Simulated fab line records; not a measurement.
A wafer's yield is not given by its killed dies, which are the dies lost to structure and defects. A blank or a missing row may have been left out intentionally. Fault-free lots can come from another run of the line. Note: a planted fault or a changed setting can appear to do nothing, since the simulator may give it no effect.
Which tool did it? ; flow sky130 ; Sampling: 10 lots, 30 wafers, 5 of 708 route steps

WHAT THE GAUGES READ, wafer by wafer
SKY_GATE_OXIDE_THK_MEAS_02.
lot;measured;on;GATE_OXIDE_OXIDATION_00_THK (nm)
L269;day 12 18:08;film metro-03;10.23 10.24 10.26
L271;day 13 12:51;film metro-02;10.51 10.46 10.53
L273;day 14 06:26;film metro-02;10.11 10.21 10.06
L277;day 15 13:54;film metro-02;10.53 10.51 10.48
L279;day 16 03:48;film metro-04;10.51 10.40 10.36
L286;day 18 16:04;film metro-02;10.27 10.40 10.40
L287;day 19 00:28;film metro-04;10.13 10.41 10.30
L289;day 19 14:46;film metro-04;10.23 10.28 10.10
L290;day 20 02:52;film metro-03;9.93 9.81 10.09
L292;day 20 10:23;film metro-04;10.35 10.65 10.37

SKY_RES_PROTECT_TW_MEAS_08.
lot;measured;on;POLY_GATE_TW
L269;day 15 00:19;film metro-04;4006 4004 4027
L271;day 15 20:46;film metro-01;4011 4033 4014
L273;day 16 19:29;film metro-01;4043 4042 4051
L277;day 18 01:08;film metro-01;3856 3854 3857
L279;day 18 17:18;film metro-04;3817 3832 3827
L286;day 21 17:01;film metro-01;4031 4027 4048
L287;day 21 17:02;film metro-04;4019 4034 4038
L289;day 22 07:05;film metro-04;4000 3998 4001
L290;day 22 19:44;film metro-01;4042 4033 4032
L292;day 23 01:56;film metro-03;4027 4018 4021

SKY_POLY_GATE_THK_MEAS_04.
lot;measured;on;POLY_GATE_CVD_03_THK (nm)
L269;day 15 14:53;film metro-04;74.4 75.1 75.0
L271;day 16 01:47;film metro-04;74.2 75.8 74.8
L273;day 16 21:02;film metro-04;74.4 73.6 74.0
L277;day 18 04:47;film metro-04;74.1 74.5 74.6
L279;day 18 20:03;film metro-04;73.7 73.8 74.1
L286;day 21 18:57;film metro-04;76.0 76.1 75.9
L287;day 21 18:57;film metro-02;75.0 75.4 75.1
L289;day 22 08:34;film metro-02;76.7 76.5 76.5
L290;day 22 22:05;film metro-04;74.7 74.3 74.6
L292;day 23 03:24;film metro-04;74.9 74.7 75.7

WHAT TOOL EACH LOT RAN ON (gives the tool, then ch and the chambers of the sampled wafers, and finally the start)
lot;SKY_POLY_GATE_IMPLANT_02;SKY_RES_PROTECT_STRIP_07
L269;implanter-02 ch 0, day 15 00:05;plasma asher-04 ch 0,1, day 15 00:13
L271;implanter-03 ch 0, day 15 20:34;plasma asher-02 ch 0,1, day 15 20:40
L273;implanter-03 ch 0, day 16 19:14;plasma asher-01 ch 0,1, day 16 19:23
L277;implanter-03 ch 0, day 18 00:53;plasma asher-01 ch 0,1, day 18 01:02
L279;implanter-03 ch 0, day 18 17:04;plasma asher-01 ch 0,1, day 18 17:11
L286;implanter-02 ch 0, day 21 16:46;plasma asher-04 ch 0,1, day 21 16:55
L287;implanter-03 ch 0, day 21 16:47;plasma asher-02 ch 0,1, day 21 16:56
L289;implanter-02 ch 0, day 22 06:50;plasma asher-02 ch 0,1, day 22 06:59
L290;implanter-03 ch 0, day 22 19:29;plasma asher-04 ch 0,1, day 22 19:38
L292;implanter-02 ch 0, day 23 01:42;plasma asher-01 ch 0,1, day 23 01:49
- SKY_POLY_GATE_IMPLANT_02
- SKY_RES_PROTECT_STRIP_07: strips in O2/N2.

WHAT THE TOOLS THEMSELVES READ (means of the sampled wafers that have a number; where no wafer has one, the mark that the record gives instead)
SKY_POLY_GATE_IMPLANT_02.
lot;tool;beam energy keV;beam on s (s);dose ions cm2;end station pressure torr (Torr)
L269;implanter-02;29.994;34.6;7.696e+15;1.10e-05
L271;implanter-03;30.010;33.5;7.700e+15;1.10e-05
L273;implanter-03;30.004;33.7;7.698e+15;1.07e-05
L277;implanter-03;29.995;17.9;4.027e+15;1.36e-05
L279;implanter-03;30.003;17.9;4.023e+15;1.39e-05
L286;implanter-02;30.001;34.7;7.696e+15;1.09e-05
L287;implanter-03;29.991;33.8;7.700e+15;1.13e-05
L289;implanter-02;29.996;35.1;7.700e+15;1.12e-05
L290;implanter-03;30.007;34.3;7.693e+15;1.17e-05
L292;implanter-02;30.002;33.9;7.693e+15;1.12e-05

SKY_RES_PROTECT_STRIP_07.
lot;tool;drypump motor current A (A);oes product au (a.u.);strip time to endpoint s (s)
L269;plasma asher-04;6.1;0.520;23.23
L271;plasma asher-02;5.4;0.517;23.20
L273;plasma asher-01;5.1;0.518;23.26
L277;plasma asher-01;4.9;0.552;20.78
L279;plasma asher-01;5.1;0.551;20.64
L286;plasma asher-04;6.1;0.520;23.29
L287;plasma asher-02;5.7;0.520;23.28
L289;plasma asher-02;5.4;0.519;23.27
L290;plasma asher-04;6.1;0.517;23.27
L292;plasma asher-01;5.1;0.514;23.30

THE ANSWER, worked out from the rows above alone
Rule: what is usual is taken from the lots themselves. The widest of any qualifying gaps counts: lots, ordered by their means at a reading, are off when they make up no more than a third of the lots, leave a main group of 4 or more, and stand apart from it by 3 or more times the standard deviation of that group's means. If all means in a main group match to the digits the tables above print for the reading, that group is not used. Also off: a lot with no number at a reading for which 4 or more lots have one. All remaining lots with rows at the step are treated as sound. After the gauges, taken in route order, come the tools' own readings; for these a lot's mean is taken, as printed above. The first step at which some lot is off is used, and at that step the reading that is off furthest; a lot without a number counts as furthest.
Off: at SKY_RES_PROTECT_TW_MEAS_08 (POLY_GATE_TW), L277, L279. For the main group the mean is 4025 and the standard deviation 14.
A tool fits if, at a process step before that reading, it ran every lot that is off, and no sound lot after the first of them. Not tried: the gauges at SKY_RES_PROTECT_TW_MEAS_08; whatever is off there is also off at SKY_POLY_GATE_IMPLANT_02, on other tools, and gauge error can't account for it. No candidate that was tried fits.

WHAT WAS PUT IN BY THE SIMULATOR
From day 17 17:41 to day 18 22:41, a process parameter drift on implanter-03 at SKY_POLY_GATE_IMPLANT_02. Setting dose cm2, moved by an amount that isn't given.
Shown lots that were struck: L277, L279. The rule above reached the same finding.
